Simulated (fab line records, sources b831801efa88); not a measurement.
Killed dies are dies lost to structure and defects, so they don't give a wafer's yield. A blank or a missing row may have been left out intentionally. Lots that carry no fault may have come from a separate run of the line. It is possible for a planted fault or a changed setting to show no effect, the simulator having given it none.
Check for tools in common    flow gf180mcu    39 wafers sampled across 13 lots

## WHAT PROMPTED THE OPENING
2 of 13 lots carry a flag on the reading MVPSD_TW at GF_MVPSD_TW_MEAS_11. Fault-free wafers read 551, with a standard deviation of 4.9.
Rule: a lot is flagged in two cases, either no wafer of it has a number, or all its wafers with numbers fall more than 4 standard deviations from that mean. The rest of the lots are taken to be sound.

lot   measured      on             MVPSD_TW, wafer by wafer  flag
L997  day 5 07:44   film_metro-04  548 543 545               
L998  day 5 11:56   film_metro-03  552 550 552               
L100  day 5 23:23   film_metro-04  544 544 545               
L101  day 6 06:09   film_metro-03  556 554 555               
L102  day 6 12:47   film_metro-02  550 547 550               
L103  day 6 19:11   film_metro-02  549 548 547               
L104  day 7 07:08   film_metro-02  550 554 552               
L105  day 7 14:05   film_metro-03  549 551 554               
L106  day 7 17:44   film_metro-03  556 554 555               
L107  day 7 23:31   film_metro-02  430 427 428               FLAGGED
L113  day 9 07:27   film_metro-04  427 426 422               FLAGGED
L116  day 10 00:05  film_metro-03  557 554 556               
L117  day 10 06:41  film_metro-03  556 555 554               
On average the flagged lots' numbers are 427, which is -124 against the usual, or -25 standard deviations.

## TOOL THAT RAN EACH LOT
The record keeps 1 process step preceding the reading, out of 602 steps on the route. Each cell gives the tool, then ch followed by the chambers the sampled wafers passed through, then the start.
lot   flag     GF_MVPSD_IMPLANT_08
L997           implanter-01 ch 0, day 5 07:20
L998           implanter-01 ch 0, day 5 11:32
L100           implanter-04 ch 0, day 5 22:59
L101           implanter-03 ch 0, day 6 05:47
L102           implanter-04 ch 0, day 6 12:24
L103           implanter-03 ch 0, day 6 18:47
L104           implanter-03 ch 0, day 7 06:44
L105           implanter-04 ch 0, day 7 13:41
L106           implanter-01 ch 0, day 7 17:20
L107  FLAGGED  implanter-03 ch 0, day 7 23:10
L113  FLAGGED  implanter-03 ch 0, day 9 07:05
L116           implanter-04 ch 0, day 9 23:42
L117           implanter-04 ch 0, day 10 06:17
These steps, and what they do:
- GF_MVPSD_IMPLANT_08
- GF_MVPSD_TW_MEAS_11

## FLAGGED OVER TOTAL, TOOL BY TOOL (the gauges that took the reading come last)
step                 tool           lots run  flagged  share of the flagged lots  sound lots run after its first flagged lot
GF_MVPSD_IMPLANT_08  implanter-01   3         0        none                       -
GF_MVPSD_IMPLANT_08  implanter-03   5         2        all                        0
GF_MVPSD_IMPLANT_08  implanter-04   5         0        none                       -
GF_MVPSD_TW_MEAS_11  film_metro-02  4         1        some                       0
GF_MVPSD_TW_MEAS_11  film_metro-03  6         0        none                       -
GF_MVPSD_TW_MEAS_11  film_metro-04  3         1        some                       0

## WHAT THE TABLE PERMITS
Rows of the table that ran each flagged lot: 1, that is implanter-03 at GF_MVPSD_IMPLANT_08.
- implanter-03 at GF_MVPSD_IMPLANT_08: 2 of its 5 lots flagged. A fault beginning between L104 (day 7 06:44), its last sound lot, and L107 (day 7 23:10), its first flagged one, fits the data. Its own readings lie more than 4 standard deviations out on every wafer of the flagged lots: dose_ions_cm2, faraday_current_uA.
implanter-03 at GF_MVPSD_IMPLANT_08 is the single tool remaining.

## WHAT THE SIMULATOR HAD PUT IN
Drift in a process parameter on implanter-03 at GF_MVPSD_IMPLANT_08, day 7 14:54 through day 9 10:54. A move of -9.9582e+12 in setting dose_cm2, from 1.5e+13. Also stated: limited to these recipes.
Shown lots that were struck: L107, L113. The rule above reached the same finding.
